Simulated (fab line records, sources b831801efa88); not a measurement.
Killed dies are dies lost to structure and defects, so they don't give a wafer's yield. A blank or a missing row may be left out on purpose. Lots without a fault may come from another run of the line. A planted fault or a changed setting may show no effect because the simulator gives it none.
Which tool did it? | flow gf180mcu | 12 lots, 36 wafers sampled, at 5 steps of a route of 602

WHAT THE GAUGES READ, wafer by wafer
GF_M2_CD_MEAS_14: target cd 280 nm. Usual: cd_nm 279.8 nm, standard deviation 1.2.
lot  | measured     | on        | cd_nm (nm)        | flag
L939 | day 19 08:00 | cd_sem-02 | 279.4 279.6 278.5 |
L940 | day 20 06:08 | cd_sem-02 | 279.5 279.7 280.1 |
L941 | day 20 15:00 | cd_sem-01 | 277.1 277.0 277.6 |
L942 | day 20 19:18 | cd_sem-02 | 281.3 281.3 280.5 |
L944 | day 21 15:33 | cd_sem-01 | 278.5 279.4 279.3 |
L943 | day 21 18:44 | cd_sem-02 | 279.3 280.8 280.2 |
L946 | day 22 03:58 | cd_sem-01 | 279.4 278.6 278.9 |
L945 | day 22 07:02 | cd_sem-01 | 279.6 279.0 279.8 |
L947 | day 22 12:08 | cd_sem-01 | 280.1 280.8 281.2 |
L948 | day 23 03:03 | cd_sem-01 | 280.4 280.5 280.0 |
L956 | day 25 11:40 | cd_sem-01 | 270.0 269.4 279.0 | OFF
L960 | day 26 20:32 | cd_sem-02 | 280.7 280.6 280.0 |

GF_M2_OVL_MEAS_15. Usual: M2_OVL 4 nm, standard deviation 5.
lot  | measured     | on         | M2_OVL (nm) | flag
L939 | day 19 08:07 | overlay-02 | 20 8 13     |
L940 | day 20 06:14 | overlay-01 | 2 -4 6      |
L941 | day 20 15:07 | overlay-01 | 2 -2 -3     |
L942 | day 20 19:25 | overlay-01 | -3 10 -2    |
L944 | day 21 15:40 | overlay-02 | -8 -2 -9    |
L943 | day 21 18:51 | overlay-02 | 6 3 11      |
L946 | day 22 04:02 | overlay-02 | 7 3 6       |
L945 | day 22 07:09 | overlay-01 | 4 8 8       |
L947 | day 22 12:13 | overlay-02 | -3 -3 0     |
L948 | day 23 03:10 | overlay-01 | -1 6 5      |
L956 | day 25 11:46 | overlay-01 | 0 4 0       |
L960 | day 26 20:39 | overlay-01 | 7 9 5       |

WHICH TOOL RAN EACH LOT (tool, then ch and the chambers of the sampled wafers, then the start)
lot  | GF_V1_SPUTTER_22             | GF_M2_SPUTTER_04             | GF_M2_EXPOSE_11
L939 | pvd_sputter-02, day 18 07:03 | pvd_sputter-01, day 18 07:52 | krf_scanner-02 ch 0, day 18 19:53
L940 | pvd_sputter-03, day 19 04:25 | pvd_sputter-01, day 19 05:14 | krf_scanner-01 ch 0, day 19 17:54
L941 | pvd_sputter-04, day 19 14:07 | pvd_sputter-03, day 19 14:56 | krf_scanner-01 ch 0, day 20 03:18
L942 | pvd_sputter-04, day 19 18:43 | pvd_sputter-01, day 19 19:32 | krf_scanner-01 ch 0, day 20 08:03
L944 | pvd_sputter-03, day 20 14:47 | pvd_sputter-03, day 20 15:36 | krf_scanner-01 ch 0, day 21 03:33
L943 | pvd_sputter-03, day 20 16:56 | pvd_sputter-02, day 20 18:44 | krf_scanner-02 ch 0, day 21 07:07
L946 | pvd_sputter-02, day 21 03:56 | pvd_sputter-03, day 21 04:44 | krf_scanner-02 ch 0, day 21 16:31
L945 | pvd_sputter-04, day 21 06:29 | pvd_sputter-01, day 21 07:17 | krf_scanner-01 ch 0, day 21 19:25
L947 | pvd_sputter-03, day 21 10:14 | pvd_sputter-01, day 21 13:20 | krf_scanner-01 ch 0, day 22 00:43
L948 | pvd_sputter-04, day 22 03:08 | pvd_sputter-01, day 22 03:56 | krf_scanner-01 ch 0, day 22 15:54
L956 | pvd_sputter-04, day 24 13:26 | pvd_sputter-03, day 24 14:16 | krf_scanner-01 ch 0, day 25 01:14
L960 | pvd_sputter-04, day 25 23:01 | pvd_sputter-03, day 25 23:49 | krf_scanner-02 ch 0, day 26 10:22
- GF_V1_SPUTTER_22: material TiN, target thk 10 nm, time 40 s.
- GF_M2_SPUTTER_04: material TiN, target thk 50 nm, time 41.7 s.
- GF_M2_EXPOSE_11: exposes mask Metal2, target cd 280 nm.

WHAT THE TOOLS THEMSELVES READ (means of the sampled wafers that have a number; where no wafer has one, the mark that the record gives instead)
GF_V1_SPUTTER_22. Usual: throttle_valve_pct 30.0 %, standard deviation 0.96.
lot  | tool           | throttle_valve_pct (%) | flag
L939 | pvd_sputter-02 | 31.3                   |
L940 | pvd_sputter-03 | 29.9                   |
L941 | pvd_sputter-04 | 30.4                   |
L942 | pvd_sputter-04 | 29.7                   |
L944 | pvd_sputter-03 | 30.5                   |
L943 | pvd_sputter-03 | 30.2                   |
L946 | pvd_sputter-02 | 30.1                   |
L945 | pvd_sputter-04 | 29.1                   |
L947 | pvd_sputter-03 | 30.3                   |
L948 | pvd_sputter-04 | 30.2                   |
L956 | pvd_sputter-04 | 30.0                   |
L960 | pvd_sputter-04 | 30.1                   |

GF_M2_SPUTTER_04. Usual: throttle_valve_pct 29.7 %, standard deviation 0.93.
lot  | tool           | throttle_valve_pct (%) | flag
L939 | pvd_sputter-01 | 29.6                   |
L940 | pvd_sputter-01 | 29.6                   |
L941 | pvd_sputter-03 | 30.0                   |
L942 | pvd_sputter-01 | 29.6                   |
L944 | pvd_sputter-03 | 30.4                   |
L943 | pvd_sputter-02 | 29.5                   |
L946 | pvd_sputter-03 | 30.5                   |
L945 | pvd_sputter-01 | 29.7                   |
L947 | pvd_sputter-01 | 29.5                   |
L948 | pvd_sputter-01 | 29.4                   |
L956 | pvd_sputter-03 | 29.7                   |
L960 | pvd_sputter-03 | 30.9                   |

GF_M2_EXPOSE_11. Usual: exposure_dose_mJ_cm2 27.98, standard deviation 0.034.
lot  | tool           | exposure_dose_mJ_cm2 | flag
L939 | krf_scanner-02 | 27.95                |
L940 | krf_scanner-01 | 27.93                |
L941 | krf_scanner-01 | 27.95                |
L942 | krf_scanner-01 | 27.97                |
L944 | krf_scanner-01 | 28.01                |
L943 | krf_scanner-02 | 27.95                |
L946 | krf_scanner-02 | 27.96                |
L945 | krf_scanner-01 | 28.00                |
L947 | krf_scanner-01 | 28.00                |
L948 | krf_scanner-01 | 28.02                |
L956 | krf_scanner-01 | 27.98                |
L960 | krf_scanner-02 | 27.95                |

THE ANSWER, worked out from the rows above alone
Rule: a lot is off if the mean of its wafers that have a number lies more than 3 standard deviations from the usual mean. A lot without any number at a reading at which 4 lots or more have one is off too. The other lots that the step has rows for count as sound. The gauges are gone through in route order, then the tools' own readings, and for those a lot's mean is taken as printed above. The first step at which some lot is off is used, and at that step the reading that is off furthest; a lot without a number counts as furthest.
Off: L956, at GF_M2_CD_MEAS_14 (cd_nm).
A tool fits if, at a process step before that reading, it ran every lot that is off, and no sound lot after the first of them. The gauges at GF_M2_CD_MEAS_14 are tried like those tools. Can't be told from this: 2 tools fit, krf_scanner-01 at GF_M2_EXPOSE_11, cd_sem-01 at GF_M2_CD_MEAS_14.

WHAT THE SIMULATOR HAD PUT IN
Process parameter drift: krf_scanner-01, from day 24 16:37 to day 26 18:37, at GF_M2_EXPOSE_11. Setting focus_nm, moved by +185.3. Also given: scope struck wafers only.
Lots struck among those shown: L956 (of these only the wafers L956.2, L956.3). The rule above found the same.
